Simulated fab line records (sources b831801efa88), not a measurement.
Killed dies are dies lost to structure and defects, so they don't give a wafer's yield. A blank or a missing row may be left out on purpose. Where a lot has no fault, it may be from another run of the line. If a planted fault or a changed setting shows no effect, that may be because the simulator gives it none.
Check for tools in common + flow gf180mcu + Sampled: 13 lots, 39 wafers

REASON FOR OPENING
GF_VT_IMPLANT_TW_MEAS_32, reading VT_IMPLANT_3_TW: flagged on 1 of 13 lots. No-fault wafers: 270.2, standard deviation 1.9.
Rule: a lot gets a flag if all its wafers with a number sit over 4 standard deviations from that mean, or if no wafer of it has a number. All remaining lots are regarded as sound.

| lot  | measured     | on            | VT_IMPLANT_3_TW, wafer by wafer | flag    |
|------|--------------|---------------|---------------------------------|---------|
| L358 | day 7 05:54  | film_metro-01 | 271.2 268.5 267.7               |         |
| L360 | day 7 16:57  | film_metro-04 | 272.9 272.1 272.7               |         |
| L361 | day 7 23:40  | film_metro-04 | 274.4 273.0 273.5               |         |
| L365 | day 9 02:28  | film_metro-04 | 271.6 270.9 272.9               |         |
| L366 | day 9 11:11  | film_metro-01 | 268.5 268.8 268.8               |         |
| L367 | day 9 15:49  | film_metro-04 | 271.9 273.2 272.7               |         |
| L368 | day 9 22:00  | film_metro-04 | 271.1 273.0 272.6               |         |
| L369 | day 10 04:25 | film_metro-01 | 269.1 271.1 270.7               |         |
| L370 | day 10 11:22 | film_metro-01 | 30.1 30.0 30.0                  | FLAGGED |
| L371 | day 10 17:53 | film_metro-01 | 268.5 269.9 269.9               |         |
| L372 | day 11 00:07 | film_metro-01 | 269.5 267.8 269.1               |         |
| L377 | day 12 05:37 | film_metro-04 | 271.9 271.2 271.2               |         |
| L380 | day 13 08:44 | film_metro-02 | 269.2 267.8 266.4               |         |
Flagged lots average 30.0: -240.2 relative to the usual, that is -99 or more standard deviations.

TOOL THAT RAN EACH LOT
The record keeps 1 process step preceding the reading, out of 602 steps on the route. Cell contents, in order: the tool; ch with the chambers the sampled wafers went through; the start.
| lot  | flag    | GF_VT_IMPLANT_EXPOSE_26             |
|------|---------|-------------------------------------|
| L358 |         | iline_stepper-02 ch 0, day 6 22:27  |
| L360 |         | iline_stepper-01 ch 0, day 7 09:05  |
| L361 |         | iline_stepper-01 ch 0, day 7 15:27  |
| L365 |         | iline_stepper-02 ch 0, day 8 18:10  |
| L366 |         | iline_stepper-01 ch 0, day 9 02:01  |
| L367 |         | iline_stepper-02 ch 0, day 9 07:02  |
| L368 |         | iline_stepper-02 ch 0, day 9 12:46  |
| L369 |         | iline_stepper-02 ch 0, day 9 18:45  |
| L370 | FLAGGED | iline_stepper-01 ch 0, day 10 02:27 |
| L371 |         | iline_stepper-02 ch 0, day 10 08:29 |
| L372 |         | iline_stepper-01 ch 0, day 10 14:43 |
| L377 |         | iline_stepper-01 ch 0, day 11 19:26 |
| L380 |         | iline_stepper-01 ch 0, day 12 23:15 |
What these steps do:
- GF_VT_IMPLANT_EXPOSE_26: exposes mask LVPWELL HV AREA, target cd 860 nm.
- GF_VT_IMPLANT_TW_MEAS_32

FLAGGED OVER TOTAL, TOOL BY TOOL (the gauges that took the reading come last)
| step                     | tool             | lots run | flagged | share of the flagged lots | sound lots run after its first flagged lot |
|--------------------------|------------------|----------|---------|---------------------------|--------------------------------------------|
| GF_VT_IMPLANT_EXPOSE_26  | iline_stepper-01 | 7        | 1       | all                       | 3 (L372,L377,L380)                         |
| GF_VT_IMPLANT_EXPOSE_26  | iline_stepper-02 | 6        | 0       | none                      | -                                          |
| GF_VT_IMPLANT_TW_MEAS_32 | film_metro-01    | 6        | 1       | all                       | 2 (L371,L372)                              |
| GF_VT_IMPLANT_TW_MEAS_32 | film_metro-02    | 1        | 0       | none                      | -                                          |
| GF_VT_IMPLANT_TW_MEAS_32 | film_metro-04    | 6        | 0       | none                      | -                                          |

WHAT THE TABLE ALLOWS
In 2 table rows, all flagged lots were run: iline_stepper-01 (GF_VT_IMPLANT_EXPOSE_26), film_metro-01 (GF_VT_IMPLANT_TW_MEAS_32).
- iline_stepper-01 at GF_VT_IMPLANT_EXPOSE_26: 1 of its 7 lots flagged. Sound lots followed the first flagged one (L372, L377, L380) on it, something a lasting fault affecting the whole tool could not allow.
- film_metro-01 at GF_VT_IMPLANT_TW_MEAS_32: 1 of its 6 lots flagged. Sound lots followed the first flagged one (L371, L372) on it, something a lasting fault affecting the whole tool could not allow.
None of the table's rows ran every flagged lot and, after the first, no sound lot.

WHAT HAD BEEN PUT IN BY THE SIMULATOR
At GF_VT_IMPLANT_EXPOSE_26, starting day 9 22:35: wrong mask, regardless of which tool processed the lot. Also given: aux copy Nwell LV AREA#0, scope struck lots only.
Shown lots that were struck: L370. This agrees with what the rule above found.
